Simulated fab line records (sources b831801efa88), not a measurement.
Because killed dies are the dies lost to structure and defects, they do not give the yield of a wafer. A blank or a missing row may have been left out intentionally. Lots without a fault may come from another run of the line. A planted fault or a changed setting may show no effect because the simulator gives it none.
Which tool did it? ; flow gf180mcu ; 18 wafers from 6 lots sampled at 2 of the route's 602 steps

## WHAT THE GAUGES READ, wafer by wafer
GF_TOP_METAL_RS_MEAS_05: uses a four-point probe to measure.
lot;measured;on;TOP_METAL_ALCU_RS (ohm/sq)
L745;day 27 19:40;filmMetro-03;0.0322 0.0323 0.0325
L747;day 28 11:59;filmMetro-02;0.0333 0.0329 0.0333
L750;day 29 12:31;filmMetro-03;0.0330 0.0330 0.0329
L753;day 30 04:55;filmMetro-03;0.0330 0.0326 0.0327
L755;day 30 12:14;filmMetro-04;0.0333 0.0326 0.0327
L762;day 32 14:41;filmMetro-04;0.0324 0.0323 0.0325

## WHICH TOOL RAN EACH LOT (tool, then ch and the chambers of the sampled wafers, then the start)
lot;GF_M4_SPUTTER_01
L745;pvdSputter-02, day 23 01:16
L747;pvdSputter-02, day 23 20:19
L750;pvdSputter-01, day 24 22:13
L753;pvdSputter-02, day 25 18:26
L755;pvdSputter-02, day 26 02:41
L762;pvdSputter-02, day 28 13:30
- GF_M4_SPUTTER_01: material TiN, target thk 30 nm, time 25 s.

## THE ANSWER, worked out from the rows above alone
Rule: the usual values come from the lots themselves. Put in order of their means at a reading, lots are off if they are a third of the lots or fewer, leave a main group of 4 or more, and stand apart from it by a gap of 3 or more times the standard deviation of the main group's means; of several such gaps the widest counts. The tables above print the reading to a certain number of digits; a main group whose means all agree to those digits is not used. Also off: a lot with no number at a reading for which 4 or more lots have one. Any other lot the step has rows for is counted as sound.
Across all readings shown, no lot is off: no conclusion can be drawn from this.

## WHAT HAD BEEN PUT IN BY THE SIMULATOR
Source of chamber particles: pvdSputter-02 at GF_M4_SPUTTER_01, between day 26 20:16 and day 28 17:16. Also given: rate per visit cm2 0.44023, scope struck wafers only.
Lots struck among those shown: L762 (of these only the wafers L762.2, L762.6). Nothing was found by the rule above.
